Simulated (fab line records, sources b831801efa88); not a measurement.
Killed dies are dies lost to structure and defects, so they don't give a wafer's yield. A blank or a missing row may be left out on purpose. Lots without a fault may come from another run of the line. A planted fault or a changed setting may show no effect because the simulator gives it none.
A struck lot beside a sound one | flow sky130 | 32 steps out of a route of 708
Sound: wafers L971.1, L971.2, L971.6. Struck: wafers L979.3, L979.4, L979.5. The cause comes at the end.
At each step with rows: each side's tool, then ch and its chambers, then its first start. Under that, the readings that differ: sound wafers | struck wafers | difference of the means | sigmas: that difference in standard deviations of wafers without a fault.
alike: readings whose means differ by less than 2 such deviations, and words and numbers that are the same on both sides. not compared: withheld readings, readings that some wafer has no value for, bounds like >300 that may hide the same value, and numbers for which the record gives no deviation and whose values overlap.
The two part at a step that has a row with sigmas, a row that says differs or no value, or rows on one side only. Numbers that don't overlap but have no deviation are shown without sigmas and don't part them. A reading that every wafer of one side lacks parts them only if that side has two wafers or more.

SKY_PWDE_OVL_MEAS_07:
  sound on overlay-02, day 4 06:55; struck on overlay-01, day 6 10:19
  alike: PWDE_OVL
then, 1 step without rows for these wafers: SKY_PWDE_IMPLANT_08.
SKY_PWDE_STRIP_09: strips in O2/N2.
  sound on plasma_asher-04 ch 0,1, day 4 07:06; struck on plasma_asher-04 ch 0,1, day 6 10:32
  alike: drypump_motor_current_A, oes_product_au, strip_time_to_endpoint_s
  not compared: rf_hours_counter_h
SKY_PWDE_TW_MEAS_10:
  sound on film_metro-03, day 4 07:12; struck on film_metro-03, day 6 10:37
  alike: PWDE_TW
then, 7 steps without rows for these wafers: SKY_NWELL_DEHYDRATE_03 (time 60 s); SKY_NWELL_HMDS_04 (prime time 60 s); SKY_NWELL_COAT_05 (resist thk 3000 nm); SKY_NWELL_SOFTBAKE_06; SKY_NWELL_EXPOSE_07 (exposes mask NWM, target cd 840 nm); SKY_NWELL_PEB_08; SKY_NWELL_DEVELOP_09 (develop time 60 s).
SKY_NWELL_OVL_MEAS_10:
  sound on overlay-02, day 5 00:33; struck on overlay-01, day 7 05:22
  alike: NWELL_00_OVL
SKY_NWELL_IMPLANT_11:
  sound on implanter-03 ch 0, day 5 00:35; struck on implanter-02 ch 0, day 7 05:27
  reading       | sound                            | struck                           | difference  | sigmas
  dose_ions_cm2 | 1.9006e+13 1.8968e+13 1.8967e+13 | 1.8386e+13 1.8394e+13 1.8389e+13 | -5.9067e+11 | -26
then, 2 steps without rows for these wafers: SKY_NWELL_IMPLANT_12; SKY_NWELL_IMPLANT_13.
SKY_NWELL_STRIP_14: strips in O2/N2.
  sound on plasma_asher-03 ch 0,1, day 5 01:02; struck on plasma_asher-01 ch 0,1, day 7 05:53
  alike: drypump_motor_current_A, oes_product_au, strip_time_to_endpoint_s
  not compared: rf_hours_counter_h
SKY_NWELL_TW_MEAS_15:
  sound on film_metro-01, day 5 01:08; struck on film_metro-03, day 7 05:58
  alike: NWELL_TW
then, 7 steps without rows for these wafers: SKY_NWELL_DEHYDRATE_16 (time 60 s); SKY_NWELL_HMDS_17 (prime time 62.9 s); SKY_NWELL_COAT_18 (resist thk 3000 nm); SKY_NWELL_SOFTBAKE_19; SKY_NWELL_EXPOSE_20 (exposes mask NWM COMPLEMENT, target cd 840 nm); SKY_NWELL_PEB_21; SKY_NWELL_DEVELOP_22 (develop time 60 s).
SKY_NWELL_OVL_MEAS_23:
  sound on overlay-02, day 5 19:34; struck on overlay-02, day 8 01:35
  alike: NWELL_01_OVL
then, 1 step without rows for these wafers: SKY_NWELL_IMPLANT_24.
SKY_NWELL_STRIP_25: strips in O2/N2.
  sound on plasma_asher-01 ch 0,1, day 5 19:46; struck on plasma_asher-03 ch 0,1, day 8 01:47
  alike: drypump_motor_current_A, oes_product_au, strip_time_to_endpoint_s
  not compared: rf_hours_counter_h
SKY_NWELL_TW_MEAS_26:
  sound on film_metro-01, day 5 19:52; struck on film_metro-04, day 8 01:53
  alike: NWELL_2_TW
then, 1 step without rows for these wafers: SKY_NWELL_CLEAN_27 (cleans in SC1/SC2, time 150 s).
SKY_NWELL_RTA_28: time 30 s.
  sound on rtp_anneal-01 ch 0, day 5 19:58; struck on rtp_anneal-01 ch 0, day 8 02:00
  alike: lamp_power_pct, wafer_temp_C_max
SKY_NWELL_RS_MEAS_29: measures by four-point-probe.
  sound on film_metro-03, day 5 20:04; struck on film_metro-04, day 8 02:07
  reading           | sound             | struck            | difference | sigmas
  NWELL_RS (ohm/sq) | 624.0 623.3 623.1 | 635.5 635.5 635.1 | +11.9      | +6
-- the record jumps here: 40 days lie between the struck wafers' starts before and after (it left off in module NWELL and takes up again in module PAD_OPEN, whose first step shown is number 708 of the route) --
SKY_PAD_OPEN_PROBE_99:
  sound on prober-01, day 45 18:46; struck on prober-02, day 48 03:49
  alike: killed_at_M0_to_M3, killed_at_M4_up, killed_at_contacts, killed_at_front_end, killed_at_other, killed_dies, killed_open, killed_short

WHERE THEY PART
First at SKY_NWELL_IMPLANT_11; last, within this record, at SKY_NWELL_RS_MEAS_29. Later steps at which nothing parts them and some readings are alike: SKY_PAD_OPEN_PROBE_99.

WHY: what the simulator had put in
Process parameter drift: implanter-02, from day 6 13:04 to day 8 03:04, at SKY_NWELL_IMPLANT_11. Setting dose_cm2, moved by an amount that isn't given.
